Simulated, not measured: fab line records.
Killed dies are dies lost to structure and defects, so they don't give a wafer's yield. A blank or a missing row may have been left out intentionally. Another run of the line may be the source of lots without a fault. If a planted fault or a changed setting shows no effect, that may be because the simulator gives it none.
Which tool was responsible? | flow sky130 | 33 wafers from 11 lots sampled at 4 of the route's 708 steps

WHAT EACH GAUGE READ, for each wafer
SKY_NWELL_OVL_MEAS_10. Usual: NWELL_00_OVL typically reads 0.6 nm, with standard deviation 1.3.
lot  | measured     | on         | NWELL_00_OVL (nm) | flag
L632 | day 5 00:09  | overlay-02 | -0.6 0.6 -0.6     |
L631 | day 5 00:34  | overlay-01 | -0.3 -0.7 -0.1    |
L634 | day 5 08:42  | overlay-02 | 0.4 -0.9 -0.9     |
L635 | day 5 14:03  | overlay-02 | 1.0 -0.3 -1.0     |
L636 | day 5 14:30  | overlay-01 | -1.1 -1.2 0.4     |
L637 | day 6 02:18  | overlay-01 | 0.0 -2.2 -1.4     |
L643 | day 7 10:59  | overlay-02 | -0.4 2.4 1.0      |
L644 | day 7 16:48  | overlay-01 | 2.5 2.6 0.8       |
L649 | day 8 19:03  | overlay-02 | 0.2 2.2 -0.7      |
L651 | day 9 12:09  | overlay-02 | 1.2 2.0 1.6       |
L654 | day 10 00:08 | overlay-02 | 0.5 -1.3 1.3      |

SKY_METAL2_RS_MEAS_05: the measuring method here is four-point-probe. Usual: METAL2_ALCU_RS typically reads 0.1258 ohm/sq, with standard deviation 0.0014.
lot  | measured     | on            | METAL2_ALCU_RS (ohm/sq) | flag
L632 | day 34 22:09 | film metro-02 | 0.1263 0.1230 0.1256    |
L631 | day 34 18:33 | film metro-02 | 0.1241 0.1255 0.1256    |
L634 | day 35 02:38 | film metro-03 | 0.1273 0.1275 0.1278    |
L635 | day 35 13:31 | film metro-03 | 0.1272 0.1274 0.1264    |
L636 | day 35 09:03 | film metro-03 | 0.1257 0.1245 0.1255    |
L637 | day 36 16:13 | film metro-02 | 0.1262 0.1256 0.1266    |
L643 | day 38 00:49 | film metro-02 | 0.1267 0.1688 0.1267    | OFF
L644 | day 38 02:38 | film metro-01 | 0.1679 0.1701 0.1245    | OFF
L649 | day 39 15:55 | film metro-03 | 0.1257 0.1248 0.1250    |
L651 | day 40 05:47 | film metro-01 | 0.1300 0.1266 0.1287    |
L654 | day 40 17:46 | film metro-03 | 0.1263 0.1264 0.1253    |

SKY_METAL2_THK_MEAS_06: measures by xrf. Usual: METAL2_ALCU_THK typically reads 251.9 nm, with standard deviation 2.9.
lot  | measured     | on            | METAL2_ALCU_THK (nm) | flag
L632 | day 34 22:15 | film metro-02 | 250.3 255.8 251.8    |
L631 | day 34 18:39 | film metro-02 | 255.5 251.3 250.9    |
L634 | day 35 02:46 | film metro-03 | 247.8 248.9 249.5    |
L635 | day 35 13:37 | film metro-03 | 251.0 246.2 250.4    |
L636 | day 35 09:10 | film metro-03 | 252.1 253.5 253.3    |
L637 | day 36 16:20 | film metro-02 | 250.0 251.8 250.1    |
L643 | day 38 00:56 | film metro-02 | 248.0 190.4 250.1    | OFF
L644 | day 38 02:45 | film metro-01 | 192.3 190.2 253.7    | OFF
L649 | day 39 16:02 | film metro-03 | 252.1 256.5 253.9    |
L651 | day 40 05:53 | film metro-01 | 246.3 251.2 247.8    |
L654 | day 40 17:53 | film metro-03 | 253.8 251.3 253.4    |

TOOL THAT RAN EACH LOT (tool first, then ch and the chambers of the sampled wafers, then the start)
lot  | SKY_METAL2_SPUTTER_02
L632 | pvd sputter-03, day 34 22:01
L631 | pvd sputter-03, day 34 18:25
L634 | pvd sputter-01, day 35 02:33
L635 | pvd sputter-01, day 35 13:23
L636 | pvd sputter-01, day 35 08:57
L637 | pvd sputter-02, day 36 16:06
L643 | pvd sputter-03, day 38 00:43
L644 | pvd sputter-03, day 38 02:32
L649 | pvd sputter-01, day 39 15:49
L651 | pvd sputter-02, day 40 05:40
L654 | pvd sputter-01, day 40 17:41
- SKY_METAL2_SPUTTER_02: material AlCu, target thk 250 nm, time 13.3 s.

AS READ BY THE TOOLS THEMSELVES (means over the sampled wafers that have a number; for cases with no such wafer, the mark the record gives instead)
SKY_METAL2_SPUTTER_02. Usual: 29.9 % for throttle valve pct, sd 0.94.
lot  | tool           | throttle valve pct (%) | flag
L632 | pvd sputter-03 | 29.7                   |
L631 | pvd sputter-03 | 30.0                   |
L634 | pvd sputter-01 | 29.6                   |
L635 | pvd sputter-01 | 29.9                   |
L636 | pvd sputter-01 | 30.0                   |
L637 | pvd sputter-02 | 29.9                   |
L643 | pvd sputter-03 | 29.4                   |
L644 | pvd sputter-03 | 29.2                   |
L649 | pvd sputter-01 | 30.1                   |
L651 | pvd sputter-02 | 30.9                   |
L654 | pvd sputter-01 | 30.1                   |

THE ANSWER, worked out from the rows above alone
Rule: a lot is off if the mean of its wafers that have a number lies more than 3 standard deviations from the usual mean. A lot without any number at a reading at which 4 lots or more have one is off too. The other lots that the step has rows for count as sound. First the gauges in route order, then the tools' own readings, where a lot's mean is used as printed above. The first step at which some lot is off is used, and at that step the reading that is off furthest; a lot without a number counts as furthest.
Off: L643, L644, seen at SKY_METAL2_RS_MEAS_05 (METAL2_ALCU_RS).
If a tool, at a process step before that reading, ran all the lots that are off and no sound lot after the first of them, it fits. The gauges at SKY_METAL2_RS_MEAS_05 are tried like those tools. One fits: pvd sputter-03 at SKY_METAL2_SPUTTER_02. Its last sound lot is L632 (day 34 22:01), its first lot that is off L643 (day 38 00:43): a fault that began between those two fits.

WHAT HAD BEEN PUT IN BY THE SIMULATOR
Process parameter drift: pvd sputter-03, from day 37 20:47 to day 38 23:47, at SKY_METAL2_SPUTTER_02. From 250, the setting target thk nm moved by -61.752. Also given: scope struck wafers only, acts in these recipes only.
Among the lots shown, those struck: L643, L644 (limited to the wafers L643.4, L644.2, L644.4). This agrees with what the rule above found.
